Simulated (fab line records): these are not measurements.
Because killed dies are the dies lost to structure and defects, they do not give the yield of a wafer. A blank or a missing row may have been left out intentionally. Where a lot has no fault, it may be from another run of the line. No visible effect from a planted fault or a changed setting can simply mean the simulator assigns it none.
fab line records | flow sfq-line
record: lots: 13 | wafers: 39 | last-day: 92
route steps=325 shown JJ@182
lots that met no fault: taken from a fault-free run of the same line
start-h: hours from the record's opening day to when the first of the lot's shown wafers began | wait-h: time in hours since the lot's previous step | " repeats the value in the row above | L1.1+2: a single row standing in for several wafers | - either no value or no given start | * or withheld: withheld | < > ~ a bound
route shown NAME@n: names a module that has steps shown in the file, with the first one's number in the route | usual: the fault-free wafers' mean and standard deviation | same: alike in all rows | chamber/n: place in a boat | sites: each site's reading | _std_site: the standard deviation of these | _edge_site: outer sites' mean less inner sites' | radius-mm: how far each site lies from the wafer's centre | mask NAME#n: copy n | behind: the most recent tool/chamber to have shaped the wafer | hold: why the lot was held/for how many hours/how that ended | device: which transistor (n, p or np) failed to switch | end of line: the tests these same wafers got at the end of their route | a step without rows: its recipe alone | killed: the dies lost at the first sort to structure and to defects; this is not the yield of the wafer | map: per-die view of a wafer (x killed, . not killed, _ where there is no die)
set.NAME: the setting as run; set.NAME@STEP: as run at that earlier step | model.NAME: the simulator's own value behind a step, which no gauge read
a sample of lots followed through the steps of the route, with each step as a table and each wafer as a row
services: a tool's chamber out of use, with start hour (start-h, from the record's first day; less than 0 if before it), hours out, and reason
== steps ==
step: SFQ_TRILAYER_JJ_TRILAYER_DEP_SPUTTER_112
recipe: material: Nb | base-pressure-pa: 1.33e-06 | chamber-pressure-pa: 0.1333 | substrate-temp-c: 20 | target-thk-nm: 170 | power-w: 2000 | time-s: 113.3
usual: base-pressure-pa: 1.33e-06/9.3e-08 | throttle-valve-pct: 30.1/1.2
lot.wafer | tool           | chamber | start-h | wait-h | base-pressure-pa | throttle-valve-pct
L903.4    | pvd-sputter-03 | -       | 1343.43 | 0.5    | 1.33e-06         | 27.8
L903.5    | "              | -       | "       | "      | 1.27e-06         | 28.2
L903.6    | "              | -       | "       | "      | 1.27e-06         | 30.7
L904.1    | pvd-sputter-03 | -       | 1349.62 | 0.5    | 1.36e-06         | 30.7
L904.2    | "              | -       | "       | "      | 1.39e-06         | 29.4
L904.5    | "              | -       | "       | "      | 1.47e-06         | 30.8
L905.1    | pvd-sputter-05 | -       | 1354.97 | 0.5    | 1.27e-06         | 31.0
L905.3    | "              | -       | "       | "      | 1.26e-06         | 31.3
L905.4    | "              | -       | "       | "      | 1.33e-06         | 28.4
L906.1    | pvd-sputter-03 | -       | 1359.75 | 0.5    | 1.33e-06         | 29.7
L906.2    | "              | -       | "       | "      | 1.42e-06         | 29.6
L906.5    | "              | -       | "       | "      | 1.25e-06         | 30.8
L907.1    | pvd-sputter-05 | -       | 1379.41 | 0.5    | 1.36e-06         | 31.2
L907.4    | "              | -       | "       | "      | 1.16e-06         | 28.2
L907.5    | "              | -       | "       | "      | 1.33e-06         | 31.1
L912.4    | pvd-sputter-05 | -       | 1522.28 | 0.5    | 1.35e-06         | 31.4
L912.5    | "              | -       | "       | "      | 1.33e-06         | 31.3
L912.6    | "              | -       | "       | "      | 1.33e-06         | 31.6
L915.1    | pvd-sputter-03 | -       | 1550.88 | 0.5    | 1.36e-06         | 29.8
L915.3    | "              | -       | "       | "      | 1.29e-06         | 29.5
L915.6    | "              | -       | "       | "      | 1.22e-06         | 30.6
L918.1    | pvd-sputter-05 | -       | 1566.48 | 0.5    | 1.36e-06         | 31.0
L918.3    | "              | -       | "       | "      | 1.16e-06         | 28.2
L918.5    | "              | -       | "       | "      | 1.26e-06         | 31.1
L921.3    | pvd-sputter-06 | -       | 1585.05 | 0.5    | 1.37e-06         | 31.2
L921.4    | "              | -       | "       | "      | 1.22e-06         | 30.7
L921.5    | "              | -       | "       | "      | 1.25e-06         | 30.7
L922.1    | pvd-sputter-05 | -       | 1592.94 | 0.5    | 1.42e-06         | 28.4
L922.2    | "              | -       | "       | "      | 1.36e-06         | 31.4
L922.6    | "              | -       | "       | "      | 1.34e-06         | 31.1
L923.3    | pvd-sputter-06 | -       | 1596.54 | 0.5    | 1.38e-06         | 30.4
L923.4    | "              | -       | "       | "      | 1.38e-06         | 30.3
L923.6    | "              | -       | "       | "      | 1.32e-06         | 30.3
L924.3    | pvd-sputter-05 | -       | 1601.44 | 0.5    | 1.21e-06         | 27.9
L924.5    | "              | -       | "       | "      | 1.43e-06         | 31.3
L924.6    | "              | -       | "       | "      | 1.56e-06         | 28.1
L926.1    | pvd-sputter-05 | -       | 1613.45 | 0.5    | 1.23e-06         | 31.7
L926.2    | "              | -       | "       | "      | 1.42e-06         | 31.0
L926.6    | "              | -       | "       | "      | 1.42e-06         | 31.4
step: SFQ_JJ_RS_MEAS_929
recipe: thk-meas-gauge: four-point-probe | reads: Nb_of_TRILAYER_JJ_TRILAYER_DEP_SPUTTER_112
usual: JJ_NB_RS: 1.041/0.014
lot.wafer | tool          | chamber | start-h | wait-h | JJ_NB_RS[ohm/sq]
L903.4    | film-metro-02 | -       | 1343.57 | 0.1    | 1.055
L903.5    | "             | -       | "       | "      | 1.058
L903.6    | "             | -       | "       | "      | 1.047
L904.1    | film-metro-03 | -       | 1349.70 | 0.0    | 1.036
L904.2    | "             | -       | "       | "      | 1.025
L904.5    | "             | -       | "       | "      | 1.036
L905.1    | film-metro-03 | -       | 1355.04 | 0.0    | 1.028
L905.3    | "             | -       | "       | "      | 1.030
L905.4    | "             | -       | "       | "      | 1.031
L906.1    | film-metro-01 | -       | 1359.83 | 0.0    | 1.040
L906.2    | "             | -       | "       | "      | 1.040
L906.5    | "             | -       | "       | "      | 1.043
L907.1    | film-metro-01 | -       | 1379.49 | 0.0    | 1.042
L907.4    | "             | -       | "       | "      | 1.048
L907.5    | "             | -       | "       | "      | 1.039
L912.4    | film-metro-03 | -       | 1522.42 | 0.1    | 1.033
L912.5    | "             | -       | "       | "      | 1.018
L912.6    | "             | -       | "       | "      | 1.044
L915.1    | film-metro-03 | -       | 1550.96 | 0.0    | 1.437
L915.3    | "             | -       | "       | "      | 1.035
L915.6    | "             | -       | "       | "      | 1.477
L918.1    | film-metro-02 | -       | 1566.56 | 0.0    | 1.031
L918.3    | "             | -       | "       | "      | 1.044
L918.5    | "             | -       | "       | "      | 1.053
L921.3    | film-metro-03 | -       | 1585.17 | 0.1    | 1.052
L921.4    | "             | -       | "       | "      | 1.061
L921.5    | "             | -       | "       | "      | 1.064
L922.1    | film-metro-02 | -       | 1593.02 | 0.0    | 1.029
L922.2    | "             | -       | "       | "      | 1.024
L922.6    | "             | -       | "       | "      | 1.021
L923.3    | film-metro-01 | -       | 1596.66 | 0.1    | 1.060
L923.4    | "             | -       | "       | "      | 1.053
L923.6    | "             | -       | "       | "      | 1.043
L924.3    | film-metro-01 | -       | 1601.56 | 0.1    | 1.033
L924.5    | "             | -       | "       | "      | 1.040
L924.6    | "             | -       | "       | "      | 1.031
L926.1    | film-metro-01 | -       | 1613.53 | 0.0    | 1.048
L926.2    | "             | -       | "       | "      | 1.024
L926.6    | "             | -       | "       | "      | 1.046
step: SFQ_TRILAYER_JJ_CE_ETCH_RIE_118
recipe: target: Nb | stop-on: Al2O3 | mask-material: PR | taper-deg: 13.257 | over-etch-frac: 0.15 | time-s: 97.7 | chemistry: SF6 | target-depth-nm: 170 | icp-w: 600 | bias-w: 80 | pressure-mtorr: 10
usual: drypump-motor-current-A: 5.5/0.3 | oes-product-au: 0.989/0.011
lot.wafer | tool         | chamber | start-h | wait-h | drypump-motor-current-A | oes-product-au | rf-hours-counter-h
L903.4    | rie-metal-01 | 1       | 1462.76 | 0.1    | 6.0                     | 0.994          | -
L903.5    | "            | 1       | "       | "      | 6.0                     | 0.982          | -
L903.6    | "            | 0       | "       | "      | 5.3                     | 0.959          | -
L904.1    | rie-metal-04 | 0       | 1474.72 | 0.1    | 5.4                     | 0.995          | 111
L904.2    | "            | 1       | "       | "      | 5.5                     | 0.985          | 72
L904.5    | "            | 1       | "       | "      | 5.5                     | 0.990          | -
L905.1    | rie-metal-04 | 1       | 1479.52 | 0.1    | 5.5                     | 0.997          | 72
L905.3    | "            | 1       | "       | "      | 5.5                     | 0.989          | -
L905.4    | "            | 0       | "       | "      | 5.4                     | 0.992          | -
L906.1    | rie-metal-04 | 1       | 1483.12 | 0.1    | 5.5                     | 0.994          | 72
L906.2    | "            | 0       | "       | "      | 5.4                     | 1.006          | 112
L906.5    | "            | 1       | "       | "      | 5.5                     | 0.980          | -
L907.1    | rie-metal-03 | 1       | 1497.52 | 0.1    | 5.2                     | 0.978          | 56
L907.4    | "            | 1       | "       | "      | 5.1                     | 0.985          | -
L907.5    | "            | 1       | "       | "      | 5.1                     | 0.984          | -
L912.4    | rie-metal-01 | 0       | 1622.31 | 0.1    | 5.3                     | 0.965          | -
L912.5    | "            | 1       | "       | "      | 6.0                     | 0.984          | -
L912.6    | "            | 0       | "       | "      | 5.3                     | 0.971          | -
L915.1    | rie-metal-04 | 1       | 1631.88 | 0.1    | 5.5                     | 0.828          | 91
L915.3    | "            | 0       | "       | "      | 5.4                     | 0.994          | -
L915.6    | "            | 1       | "       | "      | 5.5                     | 0.815          | -
L918.1    | rie-metal-01 | 0       | 1643.88 | 0.1    | 5.3                     | 0.969          | 49
L918.3    | "            | 1       | "       | "      | 6.0                     | 0.988          | -
L918.5    | "            | 1       | "       | "      | 6.0                     | 0.985          | -
L921.3    | rie-metal-03 | 1       | 1653.51 | 0.1    | 5.2                     | 0.988          | -
L921.4    | "            | 0       | "       | "      | 5.9                     | 0.986          | -
L921.5    | "            | 0       | "       | "      | 5.9                     | 0.987          | -
L922.1    | rie-metal-03 | 0       | 1659.48 | 0.1    | 5.9                     | 1.012          | 93
L922.2    | "            | 1       | "       | "      | 5.2                     | 0.998          | 77
L922.6    | "            | 0       | "       | "      | 5.9                     | 1.012          | -
L923.3    | rie-metal-01 | 1       | 1663.11 | 0.1    | 6.0                     | 0.985          | -
L923.4    | "            | 0       | "       | "      | 5.3                     | 0.968          | -
L923.6    | "            | 1       | "       | "      | 6.0                     | 0.990          | -
L924.3    | rie-metal-04 | 1       | 1668.04 | 0.1    | 5.4                     | 0.966          | -
L924.5    | "            | 1       | "       | "      | 5.4                     | 0.971          | -
L924.6    | "            | 0       | "       | "      | 5.4                     | 0.995          | -
L926.1    | rie-metal-04 | 1       | 1677.82 | 0.1    | 5.5                     | 0.991          | 99
L926.2    | "            | 0       | "       | "      | 5.4                     | 1.014          | 19
L926.6    | "            | 0       | "       | "      | 5.4                     | 0.997          | -
== services ==
tool           | chamber | start-h | hours | kind
pvd-sputter-03 | -       | 1351.25 | 5.1   | repair
pvd-sputter-06 | -       | 1391.21 | 4.8   | repair
rie-metal-01   | -       | 1420.82 | 0.2   | repair
rie-metal-03   | 1       | 1430.64 | 24.1  | repair
pvd-sputter-03 | 2       | 1439.35 | -     | consumable-replace:kit
pvd-sputter-03 | 2       | 1439.35 | 18.0  | scheduled-down
pvd-sputter-03 | 2       | 1439.35 | 18.0  | vent-cycle
rie-metal-03   | -       | 1447.47 | 2.8   | pm
rie-metal-01   | -       | 1474.81 | 1.4   | pm
rie-metal-04   | 0       | 1519.39 | -     | clean
rie-metal-04   | 0       | 1519.39 | -     | consumable-replace:focus-ring
rie-metal-04   | 0       | 1519.39 | 33.6  | scheduled-down
rie-metal-04   | 0       | 1519.39 | 33.6  | vent-cycle
pvd-sputter-05 | -       | 1540.60 | 9.2   | repair
rie-metal-03   | -       | 1600.04 | 2.0   | repair
pvd-sputter-06 | -       | 1614.09 | 9.0   | repair
rie-metal-03   | -       | 1622.14 | 0.2   | repair
rie-metal-04   | -       | 1642.61 | 1.8   | repair
pvd-sputter-06 | -       | 1660.33 | 1.8   | repair
pvd-sputter-06 | -       | 1671.29 | 0.5   | repair
== key ==
first-sign: step: SFQ_JJ_RS_MEAS_929 | reading: JJ_NB_RS | direction: up | sigmas: 30 | usual: 1.041 | struck: 1.457
effect: step: SFQ_TRILAYER_JJ_CE_ETCH_RIE_118 | reading: oes-product-au | direction: down | sigmas: 15 | usual: 0.989 | struck: 0.821
met-at SFQ_TRILAYER_JJ_TRILAYER_DEP_SPUTTER_112
struck-lots L915
struck-wafers L915.1,L915.6
onset-between 1359.75 1550.88
fault: kind: process-parameter-drift | tool: pvd-sputter-03 | chamber: - | onset-h: 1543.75 | steps: SFQ_TRILAYER_JJ_TRILAYER_DEP_SPUTTER_112 | channel: target-thk-nm | offset: -49.617 | shape: step | end-h: 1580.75 | scope: struck-wafers-only | acts-in: these-recipes-only | stated: 170
